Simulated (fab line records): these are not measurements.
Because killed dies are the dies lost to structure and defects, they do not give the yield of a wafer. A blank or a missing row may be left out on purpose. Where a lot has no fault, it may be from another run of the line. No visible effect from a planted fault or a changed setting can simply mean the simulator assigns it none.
Which tool did it? / flow gf180mcu / route of 602 steps, sampled at 1 step: 7 lots, 21 wafers

WHAT EACH GAUGE READ, for each wafer
GF_M3_THK_MEAS_06: measures by xrf.
lot=L459; measured=day 21 12:58; on=film_metro-03; M3_ALCU_THK (nm)=448 448 445
lot=L461; measured=day 22 21:31; on=film_metro-02; M3_ALCU_THK (nm)=441 439 439
lot=L470; measured=day 25 10:45; on=film_metro-01; M3_ALCU_THK (nm)=437 440 445
lot=L472; measured=day 26 00:04; on=film_metro-03; M3_ALCU_THK (nm)=444 447 445
lot=L474; measured=day 26 15:35; on=film_metro-02; M3_ALCU_THK (nm)=434 435 433
lot=L476; measured=day 27 06:31; on=film_metro-03; M3_ALCU_THK (nm)=444 447 447
lot=L478; measured=day 27 18:26; on=film_metro-01; M3_ALCU_THK (nm)=446 448 444

WHICH TOOL RAN EACH LOT (tool, then ch and the chambers of the sampled wafers, then the start)
There is no process step in the record ahead of these readings.

THE ANSWER, worked out from the rows above alone
Rule: what is usual is taken from the lots themselves. Put in order of their means at a reading, lots are off if they are a third of the lots or fewer, leave a main group of 4 or more, and stand apart from it by a gap of 3 or more times the standard deviation of the main group's means; of several such gaps the widest counts. The tables above print the reading to a certain number of digits; a main group whose means all agree to those digits is not used. Also off: a lot with no number at a reading for which 4 or more lots have one. The other lots that the step has rows for count as sound.
None of the lots is off at any reading shown; this tells nothing.

WHAT THE SIMULATOR HAD INSERTED
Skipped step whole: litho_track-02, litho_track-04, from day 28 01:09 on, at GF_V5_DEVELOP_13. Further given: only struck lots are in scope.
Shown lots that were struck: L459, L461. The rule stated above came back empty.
